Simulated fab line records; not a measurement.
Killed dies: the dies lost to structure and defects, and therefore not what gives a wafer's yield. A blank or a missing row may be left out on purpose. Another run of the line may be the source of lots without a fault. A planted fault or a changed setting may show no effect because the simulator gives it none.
Chamber matching | flow gf180mcu | cmp-02 running GF_V5_CMP_26: 4 sister chambers
The step polishes, stops on SiO2, t overpolish 15 s, target thk 0 nm. 4 wafers are shown with their chamber, then 12 later ones without.

== WAFERS WITH THEIR CHAMBER ==
wafer  | chamber | motor_current_A (A)
L083.5 | 2       | 10.4
L084.2 | 3       | 12.4
L084.4 | 0       | 11.5
L084.6 | 1       | 9.7

== WAFERS WHOSE CHAMBER IS MISSING ==
wafer  | motor_current_A (A)
L085.2 | 11.7
L085.3 | 11.0
L085.5 | 11.0
L086.1 | 12.1
L086.5 | 10.8
L086.6 | 12.3
L089.2 | 10.8
L089.3 | 12.2
L089.4 | 11.4
L094.2 | 11.1
L094.3 | 9.8
L094.6 | 11.0

== EACH ONE'S CHAMBER ==
wafer  | from the rows above     | in truth
L085.2 | can't be placed: 0 or 3 | 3
L085.3 | can't be placed: 0 or 2 | 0
L085.5 | can't be placed: 0 or 2 | 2
L086.1 | can't be placed: 3 or 0 | 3
L086.5 | can't be placed: 2 or 0 | 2
L086.6 | 3                       | 3
L089.2 | can't be placed: 2 or 0 | 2
L089.3 | can't be placed: 3 or 0 | 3
L089.4 | 0                       | 0
L094.2 | can't be placed: 0 or 2 | 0
L094.3 | can't be placed: 1 or 2 | 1
L094.6 | can't be placed: 0 or 2 | 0
Placed correctly: 2 of 12. Not placeable from these rows: 10 (in 10, the candidates include the true chamber). Wrongly placed: 0.
How it was worked out, from the rows above alone: a wafer's distance from a chamber is the root of the sum, over the readings, of the square of ((its reading less the chamber's mean) divided by the reading's scatter). If the next closest chamber is less than 2 further off than the closest, the wafer can't be placed; otherwise it belongs to the closest. For every chamber, the mean is computed from those of its wafers that are shown. The scatter (one wafer shown for each chamber): square how far every hidden wafer sits from the nearest shown wafer, average those squares and take the square root.
